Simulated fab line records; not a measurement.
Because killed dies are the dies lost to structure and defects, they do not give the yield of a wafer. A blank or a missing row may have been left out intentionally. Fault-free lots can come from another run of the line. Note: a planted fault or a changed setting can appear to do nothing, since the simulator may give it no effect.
What tool caused it? | flow sky130 | Sampling: 12 lots, 36 wafers, 4 of 708 route steps

== WHAT THE GAUGES READ, wafer by wafer ==
SKY_PWDE_OVL_MEAS_07. Usual: PWDE_OVL 1.5 nm, standard deviation 1.3.
lot  | measured    | on         | PWDE_OVL (nm) | flag
L207 | day 3 22:27 | overlay-02 | 2.1 1.7 4.0   | 
L208 | day 4 01:57 | overlay-01 | 2.4 2.9 2.4   | 
L211 | day 4 16:40 | overlay-01 | 0.6 2.0 1.3   | 
L212 | day 5 00:29 | overlay-02 | 0.8 2.6 3.7   | 
L213 | day 5 05:17 | overlay-01 | 1.6 0.8 2.1   | 
L214 | day 5 05:53 | overlay-01 | 1.8 3.1 2.1   | 
L218 | day 6 05:45 | overlay-02 | 0.9 1.2 -0.4  | 
L219 | day 8 00:06 | overlay-01 | 2.0 1.3 3.1   | 
L220 | day 8 01:59 | overlay-01 | -0.3 -1.7 0.4 | 
L225 | day 8 08:26 | overlay-01 | 1.5 2.5 2.7   | 
L226 | day 8 11:38 | overlay-01 | 1.7 -0.1 0.1  | 
L229 | day 9 02:29 | overlay-02 | 0.0 1.8 -0.1  | 

SKY_NWELL_TW_MEAS_26. Usual: NWELL_2_TW 502, standard deviation 6.
lot  | measured     | on           | NWELL_2_TW  | flag
L207 | day 5 05:49  | filmMetro-02 | 492 490 491 | 
L208 | day 5 09:04  | filmMetro-04 | 509 510 514 | 
L211 | day 6 03:34  | filmMetro-02 | 498 496 497 | 
L212 | day 6 11:27  | filmMetro-04 | 508 507 506 | 
L213 | day 6 17:17  | filmMetro-01 | 499 494 495 | 
L214 | day 6 17:56  | filmMetro-04 | 505 509 505 | 
L218 | day 7 20:30  | filmMetro-04 | 809 804 807 | OFF
L219 | day 9 18:44  | filmMetro-04 | 795 800 798 | OFF
L220 | day 9 20:47  | filmMetro-02 | 502 497 498 | 
L225 | day 10 02:53 | filmMetro-02 | 499 498 501 | 
L226 | day 10 08:07 | filmMetro-04 | 505 508 506 | 
L229 | day 10 23:52 | filmMetro-01 | 500 502 499 | 

== WHICH TOOL RAN EACH LOT (tool, then ch and the chambers of the sampled wafers, then the start) ==
lot  | SKY_DNWELL_STRIP_08                | SKY_NWELL_IMPLANT_24
L207 | plasmaAsher-03 ch 0,1, day 3 06:53 | implanter-02 ch 0, day 5 05:34
L208 | plasmaAsher-03 ch 0,1, day 3 10:22 | implanter-03 ch 0, day 5 08:50
L211 | plasmaAsher-04 ch 0,1, day 4 00:50 | implanter-04 ch 0, day 6 03:21
L212 | plasmaAsher-01 ch 0,1, day 4 08:56 | implanter-03 ch 0, day 6 11:13
L213 | plasmaAsher-04 ch 0,1, day 4 14:21 | implanter-04 ch 0, day 6 17:02
L214 | plasmaAsher-03 ch 0,1, day 4 15:03 | implanter-02 ch 0, day 6 17:41
L218 | plasmaAsher-04 ch 0,1, day 5 10:32 | implanter-03 ch 0, day 7 20:16
L219 | plasmaAsher-03 ch 0,1, day 7 04:50 | implanter-03 ch 0, day 9 18:29
L220 | plasmaAsher-03 ch 0,1, day 7 06:26 | implanter-04 ch 0, day 9 20:32
L225 | plasmaAsher-03 ch 0,1, day 7 12:36 | implanter-02 ch 0, day 10 02:38
L226 | plasmaAsher-04 ch 0,1, day 7 15:09 | implanter-02 ch 0, day 10 07:52
L229 | plasmaAsher-04 ch 0,1, day 8 05:20 | implanter-02 ch 0, day 10 23:37
- SKY_DNWELL_STRIP_08: strips in O2/N2.
- SKY_NWELL_IMPLANT_24

== AS READ BY THE TOOLS THEMSELVES (means over the sampled wafers that have a number; for cases with no such wafer, the mark the record gives instead) ==
SKY_DNWELL_STRIP_08. Usual: drypumpMotorCurrentA 6.0 A, standard deviation 0.56; oesProductAu 0.722 a.u., standard deviation 0.0046; stripTimeToEndpointS 36.97 s, standard deviation 0.11.
lot  | tool           | drypumpMotorCurrentA (A) | oesProductAu (a.u.) | stripTimeToEndpointS (s) | flag
L207 | plasmaAsher-03 | 5.8                      | 0.720               | 37.03                    | 
L208 | plasmaAsher-03 | 6.1                      | 0.720               | 36.90                    | 
L211 | plasmaAsher-04 | 5.7                      | 0.723               | 36.90                    | 
L212 | plasmaAsher-01 | 6.4                      | 0.721               | 37.02                    | 
L213 | plasmaAsher-04 | 6.3                      | 0.725               | 36.80                    | 
L214 | plasmaAsher-03 | 6.2                      | 0.722               | 37.07                    | 
L218 | plasmaAsher-04 | 6.2                      | 0.728               | 37.10                    | 
L219 | plasmaAsher-03 | 5.9                      | 0.717               | 37.07                    | 
L220 | plasmaAsher-03 | 5.9                      | 0.720               | 36.94                    | 
L225 | plasmaAsher-03 | 6.1                      | 0.718               | 36.90                    | 
L226 | plasmaAsher-04 | 5.7                      | 0.720               | 36.78                    | 
L229 | plasmaAsher-04 | 6.3                      | 0.724               | 36.86                    | 

SKY_NWELL_IMPLANT_24. Usual: doseIonsCm2 9.201e+12, standard deviation 9.4e+09; faradayCurrentUA 51.9, standard deviation 0.91.
lot  | tool         | doseIonsCm2 | faradayCurrentUA | flag
L207 | implanter-02 | 9.198e+12   | 52.0             | 
L208 | implanter-03 | 9.190e+12   | 51.7             | 
L211 | implanter-04 | 9.208e+12   | 52.3             | 
L212 | implanter-03 | 9.193e+12   | 51.5             | 
L213 | implanter-04 | 9.203e+12   | 51.6             | 
L214 | implanter-02 | 9.200e+12   | 52.2             | 
L218 | implanter-03 | 3.928e+13   | 220.5            | OFF
L219 | implanter-03 | 3.929e+13   | 222.5            | OFF
L220 | implanter-04 | 9.204e+12   | 52.8             | 
L225 | implanter-02 | 9.196e+12   | 52.1             | 
L226 | implanter-02 | 9.214e+12   | 52.0             | 
L229 | implanter-02 | 9.193e+12   | 51.5             | 

== THE ANSWER, worked out from the rows above alone ==
Rule: a lot counts as off when the mean over its wafers that have a number is more than 3 standard deviations away from the usual mean. A lot without any number at a reading at which 4 lots or more have one is off too. The other lots that the step has rows for count as sound. The gauges are gone through in route order, then the tools' own readings, and for those a lot's mean is taken as printed above. At the first step where some lot is off, the reading lying furthest off is the one used; lots without a number count as furthest.
Off: L218, L219, seen at SKY_NWELL_TW_MEAS_26 (NWELL_2_TW).
A tool fits if, at a process step before that reading, it ran every lot that is off, and no sound lot after the first of them. The gauges at SKY_NWELL_TW_MEAS_26 aren't tried: what is off there is off at SKY_NWELL_IMPLANT_24 too, on other tools, and a gauge's error can't cause that. One fits: SKY_NWELL_IMPLANT_24 on implanter-03. A fault onset in the window from L212 (day 6 11:13, its last sound lot) to L218 (day 7 20:16, its first lot off) fits.
The tool's own readings at SKY_NWELL_IMPLANT_24 bear it out: on the lots that are off they differ by more than 5 times the standard deviation of the sound lots' means. doseIonsCm2 reads 3.928e+13 there against 9.200e+12 on the sound lots; faradayCurrentUA reads 221.5 there against 52.0 on the sound lots.

== WHAT HAD BEEN PUT IN BY THE SIMULATOR ==
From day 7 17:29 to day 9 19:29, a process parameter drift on implanter-03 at SKY_NWELL_IMPLANT_24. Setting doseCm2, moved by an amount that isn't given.
Lots struck among those shown: L218, L219. This agrees with what the rule above found.
